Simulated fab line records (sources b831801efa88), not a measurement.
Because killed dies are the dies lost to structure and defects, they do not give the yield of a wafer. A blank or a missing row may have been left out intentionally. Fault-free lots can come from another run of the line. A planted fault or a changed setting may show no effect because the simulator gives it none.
fab line records / flow sky130 / part 2 of 2: steps 22 to 32 of 32
[record] lots = 5 wafers = 15 last-day = 50
route steps=708 shown CAP2M@614 METAL4@621 VIA4@639
lots that met no fault: taken from a fault-free run of the same line
start-h: hours from the record's first day to the start of the lot's first wafer shown / wait-h: hours from the lot's prior step to this one / " as in the row above / L1.1+2: one row covering several wafers at once / - no value, or no start was given / * or withheld: withheld / < > ~ a bound
route shown NAME@n: NAME is a module with steps in the file, n the number in the route of the first one / usual: mean and standard deviation over wafers with no fault / same: alike in all rows / chamber/n: place in a boat / sites: readings site by site / _std_site: standard deviation of those values / _edge_site: outer sites' mean less inner sites' / radius-mm: for every site, how far away it sits from the centre of the wafer / mask NAME#n: copy n / behind: the tool/chamber that last shaped the wafer / hold: cause of the lot's hold/its duration in hours/its outcome / device: the n, p or np transistor that did not switch / end of line: the same wafers' tests at the end of the route / a step given without rows: its recipe and nothing more / killed: at the first sort, the dies lost to defects and structure; wafer yield is something else / map: a wafer's dies, marking killed ones x, the rest . and places with no die _
set.NAME: the setting as run; set.NAME@STEP: as run at that earlier step / model.NAME: the simulator's own value behind a step, which no gauge read
lots at selected steps of the route; one table per step, one row per wafer
services: from which hour (start-h, from the record's first day; less than 0 if before it) a tool's chamber was out of use, for how many hours, and why
[[steps]]
[step SKY_METAL4_STRIP_19]
[recipe] chemistry = O2/N2 power-w = 1400 pressure-mtorr = 1500 platen-temp-c = withheld o2-flow-sccm = 3000 n2-flow-sccm = 300 overash-fraction = 0.5
[usual] drypump-motor-current-A = 5.8/0.62 oes-product-au = 0.502/0.0052 strip-time-to-endpoint-s = 6.52/0.054
lot.wafer=L079.2 tool=plasma-asher-01 chamber=1 start-h=1020.08 wait-h=0.1 drypump-motor-current-A=4.8 oes-product-au=0.497 rf-hours-counter-h=85 strip-time-to-endpoint-s=6.47
lot.wafer=L079.5 tool=plasma-asher-01 chamber=0 start-h=1020.08 wait-h=0.1 drypump-motor-current-A=5.7 oes-product-au=0.497 rf-hours-counter-h=- strip-time-to-endpoint-s=6.48
lot.wafer=L079.6 tool=plasma-asher-01 chamber=1 start-h=1020.08 wait-h=0.1 drypump-motor-current-A=4.8 oes-product-au=0.497 rf-hours-counter-h=- strip-time-to-endpoint-s=6.51
lot.wafer=L084.1 tool=plasma-asher-01 chamber=1 start-h=1073.03 wait-h=0.1 drypump-motor-current-A=4.8 oes-product-au=0.507 rf-hours-counter-h=90 strip-time-to-endpoint-s=6.54
lot.wafer=L084.2 tool=plasma-asher-01 chamber=0 start-h=1073.03 wait-h=0.1 drypump-motor-current-A=5.8 oes-product-au=0.508 rf-hours-counter-h=90 strip-time-to-endpoint-s=6.51
lot.wafer=L084.3 tool=plasma-asher-01 chamber=0 start-h=1073.03 wait-h=0.1 drypump-motor-current-A=5.7 oes-product-au=0.498 rf-hours-counter-h=- strip-time-to-endpoint-s=6.53
lot.wafer=L088.1 tool=plasma-asher-01 chamber=1 start-h=1074.48 wait-h=0.1 drypump-motor-current-A=4.8 oes-product-au=0.509 rf-hours-counter-h=90 strip-time-to-endpoint-s=6.62
lot.wafer=L088.4 tool=plasma-asher-01 chamber=0 start-h=1074.48 wait-h=0.1 drypump-motor-current-A=5.8 oes-product-au=0.503 rf-hours-counter-h=- strip-time-to-endpoint-s=6.56
lot.wafer=L088.6 tool=plasma-asher-01 chamber=1 start-h=1074.48 wait-h=0.1 drypump-motor-current-A=4.8 oes-product-au=0.509 rf-hours-counter-h=- strip-time-to-endpoint-s=6.65
lot.wafer=L093.2 tool=plasma-asher-01 chamber=1 start-h=1109.87 wait-h=0.1 drypump-motor-current-A=4.8 oes-product-au=0.499 rf-hours-counter-h=94 strip-time-to-endpoint-s=6.44
lot.wafer=L093.3 tool=plasma-asher-01 chamber=1 start-h=1109.87 wait-h=0.1 drypump-motor-current-A=4.8 oes-product-au=0.492 rf-hours-counter-h=- strip-time-to-endpoint-s=6.41
lot.wafer=L093.6 tool=plasma-asher-01 chamber=0 start-h=1109.87 wait-h=0.1 drypump-motor-current-A=5.8 oes-product-au=0.495 rf-hours-counter-h=- strip-time-to-endpoint-s=6.41
lot.wafer=L095.4 tool=plasma-asher-03 chamber=1 start-h=1116.62 wait-h=0.1 drypump-motor-current-A=6.0 oes-product-au=0.496 rf-hours-counter-h=- strip-time-to-endpoint-s=6.56
lot.wafer=L095.5 tool=plasma-asher-03 chamber=0 start-h=1116.62 wait-h=0.1 drypump-motor-current-A=6.1 oes-product-au=0.512 rf-hours-counter-h=- strip-time-to-endpoint-s=6.62
lot.wafer=L095.6 tool=plasma-asher-03 chamber=1 start-h=1116.62 wait-h=0.1 drypump-motor-current-A=6.0 oes-product-au=0.503 rf-hours-counter-h=- strip-time-to-endpoint-s=6.57
[step SKY_METAL4_STRIP_20]
[recipe] chemistry = post-etch-residue-remover time-s = 1200 temp-c = 72.5
[same] time-s = 1200
lot.wafer=L079.2+5+6 tool=wet-bench-01 chamber=2 start-h=1020.18 wait-h=0.1
lot.wafer=L084.1+2+3 tool=wet-bench-01 chamber=0 start-h=1073.13 wait-h=0.1
lot.wafer=L088.1+4+6 tool=wet-bench-02 chamber=3 start-h=1074.58 wait-h=0.1
lot.wafer=L093.2+3+6 tool=wet-bench-01 chamber=0 start-h=1110.01 wait-h=0.1
lot.wafer=L095.4+5+6 tool=wet-bench-04 chamber=0 start-h=1116.68 wait-h=0.0
[step SKY_METAL4_CLEAN_21]
[recipe] chemistry = IPA time-s = 180 temp-c = 25
[same] time-s = 180
lot.wafer=L079.2+5+6 tool=wet-bench-02 chamber=1 start-h=1020.53 wait-h=0.0
lot.wafer=L084.1+2+3 tool=wet-bench-04 chamber=0 start-h=1073.51 wait-h=0.0
lot.wafer=L088.1+4+6 tool=wet-bench-04 chamber=1 start-h=1074.93 wait-h=0.0
lot.wafer=L093.2+3+6 tool=wet-bench-04 chamber=0 start-h=1111.38 wait-h=0.0
lot.wafer=L095.4+5+6 tool=wet-bench-04 chamber=1 start-h=1117.03 wait-h=0.0
[step SKY_METAL4_CLEAN_22]
[recipe] chemistry = O3/DIW dry = n2-spin
lot.wafer=L079.2+5+6 tool=wet-bench-04 chamber=1 start-h=1020.59 wait-h=0.0
lot.wafer=L084.1+2+3 tool=wet-bench-04 chamber=1 start-h=1073.57 wait-h=0.0
lot.wafer=L088.1+4+6 tool=wet-bench-02 chamber=1 start-h=1074.98 wait-h=0.0
lot.wafer=L093.2+3+6 tool=wet-bench-01 chamber=3 start-h=1111.43 wait-h=0.0
lot.wafer=L095.4+5+6 tool=wet-bench-04 chamber=0 start-h=1117.08 wait-h=0.0
[step SKY_VIA4_HDPCVD_00]
[recipe] material = SiO2 target-thk-nm = 1750 sigma-open-frac = 0.3 time-s = 291.7 temp-c = 400 sih4-flow-sccm = 60 pressure-mtorr = 6
[usual] sih4-flow-sccm = 60.00/0.19
[same] time-s = 291.7
lot.wafer=L079.2 tool=hdpcvd-01 chamber=2 start-h=1020.69 wait-h=0.0 sih4-flow-sccm=60.03
lot.wafer=L079.5 tool=hdpcvd-01 chamber=2 start-h=1020.69 wait-h=0.0 sih4-flow-sccm=60.22
lot.wafer=L079.6 tool=hdpcvd-01 chamber=1 start-h=1020.69 wait-h=0.0 sih4-flow-sccm=60.29
lot.wafer=L084.1 tool=hdpcvd-02 chamber=2 start-h=1073.66 wait-h=0.0 sih4-flow-sccm=59.98
lot.wafer=L084.2 tool=hdpcvd-02 chamber=0 start-h=1073.66 wait-h=0.0 sih4-flow-sccm=60.12
lot.wafer=L084.3 tool=hdpcvd-02 chamber=1 start-h=1073.66 wait-h=0.0 sih4-flow-sccm=59.76
lot.wafer=L088.1 tool=hdpcvd-01 chamber=0 start-h=1075.08 wait-h=0.0 sih4-flow-sccm=59.94
lot.wafer=L088.4 tool=hdpcvd-01 chamber=0 start-h=1075.08 wait-h=0.0 sih4-flow-sccm=59.71
lot.wafer=L088.6 tool=hdpcvd-01 chamber=2 start-h=1075.08 wait-h=0.0 sih4-flow-sccm=60.26
lot.wafer=L093.2 tool=hdpcvd-01 chamber=1 start-h=1111.80 wait-h=0.0 sih4-flow-sccm=59.83
lot.wafer=L093.3 tool=hdpcvd-01 chamber=2 start-h=1111.80 wait-h=0.0 sih4-flow-sccm=60.02
lot.wafer=L093.6 tool=hdpcvd-01 chamber=1 start-h=1111.80 wait-h=0.0 sih4-flow-sccm=59.73
lot.wafer=L095.4 tool=hdpcvd-02 chamber=1 start-h=1117.27 wait-h=0.1 sih4-flow-sccm=59.88
lot.wafer=L095.5 tool=hdpcvd-02 chamber=2 start-h=1117.27 wait-h=0.1 sih4-flow-sccm=60.43
lot.wafer=L095.6 tool=hdpcvd-02 chamber=0 start-h=1117.27 wait-h=0.1 sih4-flow-sccm=60.23
[step SKY_VIA4_THK_MEAS_01]
[recipe] reads = SiO2_of_VIA4_HDPCVD_00
[usual] VIA4_HDPCVD_THK = 1756/14
lot.wafer=L079.2 tool=film-metro-03 chamber=- start-h=1020.88 wait-h=0.1 VIA4_HDPCVD_THK[nm]=1742
lot.wafer=L079.5 tool=film-metro-03 chamber=- start-h=1020.88 wait-h=0.1 VIA4_HDPCVD_THK[nm]=1748
lot.wafer=L079.6 tool=film-metro-03 chamber=- start-h=1020.88 wait-h=0.1 VIA4_HDPCVD_THK[nm]=1766
lot.wafer=L084.1 tool=film-metro-04 chamber=- start-h=1073.84 wait-h=0.1 VIA4_HDPCVD_THK[nm]=1752
lot.wafer=L084.2 tool=film-metro-04 chamber=- start-h=1073.84 wait-h=0.1 VIA4_HDPCVD_THK[nm]=1739
lot.wafer=L084.3 tool=film-metro-04 chamber=- start-h=1073.84 wait-h=0.1 VIA4_HDPCVD_THK[nm]=1739
lot.wafer=L088.1 tool=film-metro-02 chamber=- start-h=1075.25 wait-h=0.1 VIA4_HDPCVD_THK[nm]=1760
lot.wafer=L088.4 tool=film-metro-02 chamber=- start-h=1075.25 wait-h=0.1 VIA4_HDPCVD_THK[nm]=1737
lot.wafer=L088.6 tool=film-metro-02 chamber=- start-h=1075.25 wait-h=0.1 VIA4_HDPCVD_THK[nm]=1740
lot.wafer=L093.2 tool=film-metro-02 chamber=- start-h=1111.99 wait-h=0.1 VIA4_HDPCVD_THK[nm]=1793
lot.wafer=L093.3 tool=film-metro-02 chamber=- start-h=1111.99 wait-h=0.1 VIA4_HDPCVD_THK[nm]=1758
lot.wafer=L093.6 tool=film-metro-02 chamber=- start-h=1111.99 wait-h=0.1 VIA4_HDPCVD_THK[nm]=1761
lot.wafer=L095.4 tool=film-metro-02 chamber=- start-h=1117.38 wait-h=0.0 VIA4_HDPCVD_THK[nm]=1742
lot.wafer=L095.5 tool=film-metro-02 chamber=- start-h=1117.38 wait-h=0.0 VIA4_HDPCVD_THK[nm]=1770
lot.wafer=L095.6 tool=film-metro-02 chamber=- start-h=1117.38 wait-h=0.0 VIA4_HDPCVD_THK[nm]=1774
[step SKY_VIA4_CMP_02]
[recipe] material = SiO2 down-force-psi = 4 platen-rpm = 60 pad-velocity-m-s = 0.94248
[usual] head-pressure-psi = 4.000/0.0087 motor-current-A = 12.1/1.2
lot.wafer=L079.2 tool=cmp-02 chamber=0 start-h=1020.98 wait-h=0.1 head-pressure-psi=3.993 motor-current-A=10.5
lot.wafer=L079.5 tool=cmp-02 chamber=3 start-h=1020.98 wait-h=0.1 head-pressure-psi=3.991 motor-current-A=13.3
lot.wafer=L079.6 tool=cmp-02 chamber=0 start-h=1020.98 wait-h=0.1 head-pressure-psi=4.004 motor-current-A=10.6
lot.wafer=L084.3 tool=cmp-01 chamber=1 start-h=1073.90 wait-h=0.0 head-pressure-psi=3.983 motor-current-A=11.6
lot.wafer=L084.1 tool=cmp-01 chamber=2 start-h=1073.90 wait-h=0.0 head-pressure-psi=4.011 motor-current-A=13.9
lot.wafer=L084.2 tool=cmp-01 chamber=0 start-h=1073.90 wait-h=0.0 head-pressure-psi=4.003 motor-current-A=11.6
lot.wafer=L088.4 tool=cmp-01 chamber=1 start-h=1075.36 wait-h=0.1 head-pressure-psi=3.998 motor-current-A=11.0
lot.wafer=L088.1 tool=cmp-01 chamber=3 start-h=1075.36 wait-h=0.1 head-pressure-psi=4.001 motor-current-A=12.6
lot.wafer=L088.6 tool=cmp-01 chamber=0 start-h=1075.36 wait-h=0.1 head-pressure-psi=3.989 motor-current-A=11.2
lot.wafer=L093.3 tool=cmp-01 chamber=1 start-h=1112.04 wait-h=0.0 head-pressure-psi=4.002 motor-current-A=11.6
lot.wafer=L093.2 tool=cmp-01 chamber=0 start-h=1112.04 wait-h=0.0 head-pressure-psi=4.002 motor-current-A=11.6
lot.wafer=L093.6 tool=cmp-01 chamber=1 start-h=1112.04 wait-h=0.0 head-pressure-psi=3.998 motor-current-A=11.6
lot.wafer=L095.4 tool=cmp-01 chamber=0 start-h=1117.46 wait-h=0.1 head-pressure-psi=3.995 motor-current-A=11.3
lot.wafer=L095.6 tool=cmp-01 chamber=3 start-h=1117.46 wait-h=0.1 head-pressure-psi=4.001 motor-current-A=13.2
lot.wafer=L095.5 tool=cmp-01 chamber=0 start-h=1117.46 wait-h=0.1 head-pressure-psi=3.981 motor-current-A=11.4
[step SKY_VIA4_BOW_MEAS_03]
[recipe] mode = bow
[usual] VIA4_BOW = 77/8.8
lot.wafer=L079.2 tool=film-metro-02 chamber=- start-h=1021.25 wait-h=0.2 VIA4_BOW[um]=74
lot.wafer=L079.5 tool=film-metro-02 chamber=- start-h=1021.25 wait-h=0.2 VIA4_BOW[um]=64
lot.wafer=L079.6 tool=film-metro-02 chamber=- start-h=1021.25 wait-h=0.2 VIA4_BOW[um]=64
lot.wafer=L084.1 tool=film-metro-03 chamber=- start-h=1074.20 wait-h=0.2 VIA4_BOW[um]=76
lot.wafer=L084.2 tool=film-metro-03 chamber=- start-h=1074.20 wait-h=0.2 VIA4_BOW[um]=83
lot.wafer=L084.3 tool=film-metro-03 chamber=- start-h=1074.20 wait-h=0.2 VIA4_BOW[um]=87
lot.wafer=L088.1 tool=film-metro-02 chamber=- start-h=1075.61 wait-h=0.1 VIA4_BOW[um]=90
lot.wafer=L088.4 tool=film-metro-02 chamber=- start-h=1075.61 wait-h=0.1 VIA4_BOW[um]=78
lot.wafer=L088.6 tool=film-metro-02 chamber=- start-h=1075.61 wait-h=0.1 VIA4_BOW[um]=70
lot.wafer=L093.2 tool=film-metro-03 chamber=- start-h=1112.36 wait-h=0.1 VIA4_BOW[um]=77
lot.wafer=L093.3 tool=film-metro-03 chamber=- start-h=1112.36 wait-h=0.1 VIA4_BOW[um]=96
lot.wafer=L093.6 tool=film-metro-03 chamber=- start-h=1112.36 wait-h=0.1 VIA4_BOW[um]=90
lot.wafer=L095.4 tool=film-metro-04 chamber=- start-h=1117.77 wait-h=0.3 VIA4_BOW[um]=89
lot.wafer=L095.5 tool=film-metro-04 chamber=- start-h=1117.77 wait-h=0.3 VIA4_BOW[um]=76
lot.wafer=L095.6 tool=film-metro-04 chamber=- start-h=1117.77 wait-h=0.3 VIA4_BOW[um]=71
[step SKY_VIA4_DEHYDRATE_04]
[recipe] temp-c = 200 time-s = 60
[usual] exhaust-pa = 45.0/0.88 heater-power-total-W = 160.38/0.13
[same] time-s = 60
lot.wafer=L079.2 tool=litho-track-03 chamber=0 start-h=1032.54 wait-h=11.3 exhaust-pa=45.9 heater-power-total-W=160.33
lot.wafer=L079.5 tool=litho-track-03 chamber=0 start-h=1032.54 wait-h=11.3 exhaust-pa=45.2 heater-power-total-W=160.43
lot.wafer=L079.6 tool=litho-track-03 chamber=0 start-h=1032.54 wait-h=11.3 exhaust-pa=46.2 heater-power-total-W=160.51
lot.wafer=L084.1 tool=litho-track-04 chamber=0 start-h=1082.85 wait-h=8.6 exhaust-pa=44.0 heater-power-total-W=160.31
lot.wafer=L084.2 tool=litho-track-04 chamber=0 start-h=1082.85 wait-h=8.6 exhaust-pa=44.0 heater-power-total-W=160.62
lot.wafer=L084.3 tool=litho-track-04 chamber=0 start-h=1082.85 wait-h=8.6 exhaust-pa=46.0 heater-power-total-W=160.15
lot.wafer=L088.1 tool=litho-track-04 chamber=0 start-h=1084.50 wait-h=8.9 exhaust-pa=45.0 heater-power-total-W=160.39
lot.wafer=L088.4 tool=litho-track-04 chamber=0 start-h=1084.50 wait-h=8.9 exhaust-pa=44.6 heater-power-total-W=160.29
lot.wafer=L088.6 tool=litho-track-04 chamber=0 start-h=1084.50 wait-h=8.9 exhaust-pa=45.2 heater-power-total-W=160.28
lot.wafer=L093.2 tool=litho-track-04 chamber=0 start-h=1121.53 wait-h=9.1 exhaust-pa=47.1 heater-power-total-W=160.63
lot.wafer=L093.3 tool=litho-track-04 chamber=0 start-h=1121.53 wait-h=9.1 exhaust-pa=44.9 heater-power-total-W=160.55
lot.wafer=L093.6 tool=litho-track-04 chamber=0 start-h=1121.53 wait-h=9.1 exhaust-pa=46.3 heater-power-total-W=160.23
lot.wafer=L095.4 tool=litho-track-01 chamber=0 start-h=1126.18 wait-h=8.4 exhaust-pa=46.0 heater-power-total-W=160.52
lot.wafer=L095.5 tool=litho-track-01 chamber=0 start-h=1126.18 wait-h=8.4 exhaust-pa=45.6 heater-power-total-W=160.37
lot.wafer=L095.6 tool=litho-track-01 chamber=0 start-h=1126.18 wait-h=8.4 exhaust-pa=44.5 heater-power-total-W=160.63
[step SKY_VIA4_HMDS_05]
[recipe] prime-time-s = 60 prime-temp-c = 120
[usual] exhaust-pa = 44.8/0.86
lot.wafer=L079.2 tool=litho-track-03 chamber=0 start-h=1032.69 wait-h=0.1 exhaust-pa=44.4
lot.wafer=L079.5 tool=litho-track-03 chamber=0 start-h=1032.69 wait-h=0.1 exhaust-pa=44.8
lot.wafer=L079.6 tool=litho-track-03 chamber=0 start-h=1032.69 wait-h=0.1 exhaust-pa=44.7
lot.wafer=L084.1 tool=litho-track-04 chamber=0 start-h=1083.00 wait-h=0.1 exhaust-pa=44.2
lot.wafer=L084.2 tool=litho-track-04 chamber=0 start-h=1083.00 wait-h=0.1 exhaust-pa=44.5
lot.wafer=L084.3 tool=litho-track-04 chamber=0 start-h=1083.00 wait-h=0.1 exhaust-pa=46.0
lot.wafer=L088.1 tool=litho-track-04 chamber=0 start-h=1084.65 wait-h=0.1 exhaust-pa=46.2
lot.wafer=L088.4 tool=litho-track-04 chamber=0 start-h=1084.65 wait-h=0.1 exhaust-pa=44.1
lot.wafer=L088.6 tool=litho-track-04 chamber=0 start-h=1084.65 wait-h=0.1 exhaust-pa=45.3
lot.wafer=L093.2 tool=litho-track-04 chamber=0 start-h=1121.68 wait-h=0.1 exhaust-pa=44.6
lot.wafer=L093.3 tool=litho-track-04 chamber=0 start-h=1121.68 wait-h=0.1 exhaust-pa=46.2
lot.wafer=L093.6 tool=litho-track-04 chamber=0 start-h=1121.68 wait-h=0.1 exhaust-pa=44.1
lot.wafer=L095.4 tool=litho-track-01 chamber=0 start-h=1126.33 wait-h=0.1 exhaust-pa=45.4
lot.wafer=L095.5 tool=litho-track-01 chamber=0 start-h=1126.33 wait-h=0.1 exhaust-pa=43.4
lot.wafer=L095.6 tool=litho-track-01 chamber=0 start-h=1126.33 wait-h=0.1 exhaust-pa=43.1
[step SKY_VIA4_COAT_06]
[recipe] resist = NOVOLAK spin-rpm = 3000 resist-thk-nm = 1140
[usual] exhaust-pa = 44.9/0.8 spin-speed-rpm = 2999.9/2
lot.wafer=L079.2 tool=litho-track-03 chamber=0 start-h=1032.84 wait-h=0.1 exhaust-pa=44.3 spin-speed-rpm=3000.5
lot.wafer=L079.5 tool=litho-track-03 chamber=0 start-h=1032.84 wait-h=0.1 exhaust-pa=44.1 spin-speed-rpm=2995.5
lot.wafer=L079.6 tool=litho-track-03 chamber=0 start-h=1032.84 wait-h=0.1 exhaust-pa=45.0 spin-speed-rpm=3000.7
lot.wafer=L084.1 tool=litho-track-04 chamber=0 start-h=1083.15 wait-h=0.1 exhaust-pa=44.9 spin-speed-rpm=2998.7
lot.wafer=L084.2 tool=litho-track-04 chamber=0 start-h=1083.15 wait-h=0.1 exhaust-pa=44.9 spin-speed-rpm=3001.3
lot.wafer=L084.3 tool=litho-track-04 chamber=0 start-h=1083.15 wait-h=0.1 exhaust-pa=44.8 spin-speed-rpm=3000.4
lot.wafer=L088.1 tool=litho-track-04 chamber=0 start-h=1084.80 wait-h=0.1 exhaust-pa=44.2 spin-speed-rpm=3001.3
lot.wafer=L088.4 tool=litho-track-04 chamber=0 start-h=1084.80 wait-h=0.1 exhaust-pa=45.0 spin-speed-rpm=2998.0
lot.wafer=L088.6 tool=litho-track-04 chamber=0 start-h=1084.80 wait-h=0.1 exhaust-pa=45.0 spin-speed-rpm=2997.6
lot.wafer=L093.2 tool=litho-track-04 chamber=0 start-h=1121.83 wait-h=0.1 exhaust-pa=45.7 spin-speed-rpm=3002.1
lot.wafer=L093.3 tool=litho-track-04 chamber=0 start-h=1121.83 wait-h=0.1 exhaust-pa=45.7 spin-speed-rpm=3004.0
lot.wafer=L093.6 tool=litho-track-04 chamber=0 start-h=1121.83 wait-h=0.1 exhaust-pa=46.3 spin-speed-rpm=3002.9
lot.wafer=L095.4 tool=litho-track-01 chamber=0 start-h=1126.48 wait-h=0.1 exhaust-pa=45.3 spin-speed-rpm=3000.6
lot.wafer=L095.5 tool=litho-track-01 chamber=0 start-h=1126.48 wait-h=0.1 exhaust-pa=43.6 spin-speed-rpm=2999.3
lot.wafer=L095.6 tool=litho-track-01 chamber=0 start-h=1126.48 wait-h=0.1 exhaust-pa=44.6 spin-speed-rpm=2999.6
[[services]]
tool=rie-diel-02 chamber=0 start-h=974.73 hours=1.8 kind=repair
tool=krf-scanner-01 chamber=- start-h=982.41 hours=0.2 kind=repair
tool=rie-metal-02 chamber=- start-h=986.59 hours=0.6 kind=repair
tool=cmp-01 chamber=- start-h=995.22 hours=0.8 kind=repair
tool=plasma-asher-01 chamber=- start-h=997.53 hours=1.6 kind=repair
tool=rie-diel-02 chamber=- start-h=1006.52 hours=0.5 kind=repair
tool=hdpcvd-02 chamber=0 start-h=1009.24 hours=22.8 kind=repair
tool=hdpcvd-02 chamber=1 start-h=1011.92 hours=1.8 kind=repair
tool=rie-metal-04 chamber=- start-h=1015.47 hours=2.8 kind=pm
tool=rie-diel-02 chamber=2 start-h=1017.87 hours=5.9 kind=repair
tool=krf-scanner-01 chamber=- start-h=1046.25 hours=1.0 kind=pm
tool=hdpcvd-02 chamber=- start-h=1046.45 hours=1.7 kind=repair
tool=hdpcvd-02 chamber=- start-h=1052.25 hours=1.0 kind=repair
tool=plasma-asher-02 chamber=- start-h=1055.25 hours=9.0 kind=pm
tool=krf-scanner-02 chamber=- start-h=1055.85 hours=1.0 kind=pm
tool=krf-scanner-01 chamber=- start-h=1067.22 hours=2.5 kind=repair
tool=krf-scanner-02 chamber=- start-h=1069.71 hours=1.3 kind=pm
tool=krf-scanner-02 chamber=- start-h=1080.45 hours=0.4 kind=repair
tool=cmp-01 chamber=- start-h=1084.27 hours=4.0 kind=pm
tool=krf-scanner-01 chamber=- start-h=1088.75 hours=1.0 kind=repair
tool=cmp-01 chamber=- start-h=1099.28 hours=2.9 kind=repair
tool=krf-scanner-02 chamber=- start-h=1112.09 hours=0.8 kind=pm
tool=cmp-01 chamber=- start-h=1121.14 hours=1.3 kind=repair
tool=cmp-01 chamber=- start-h=1125.24 hours=4.0 kind=pm
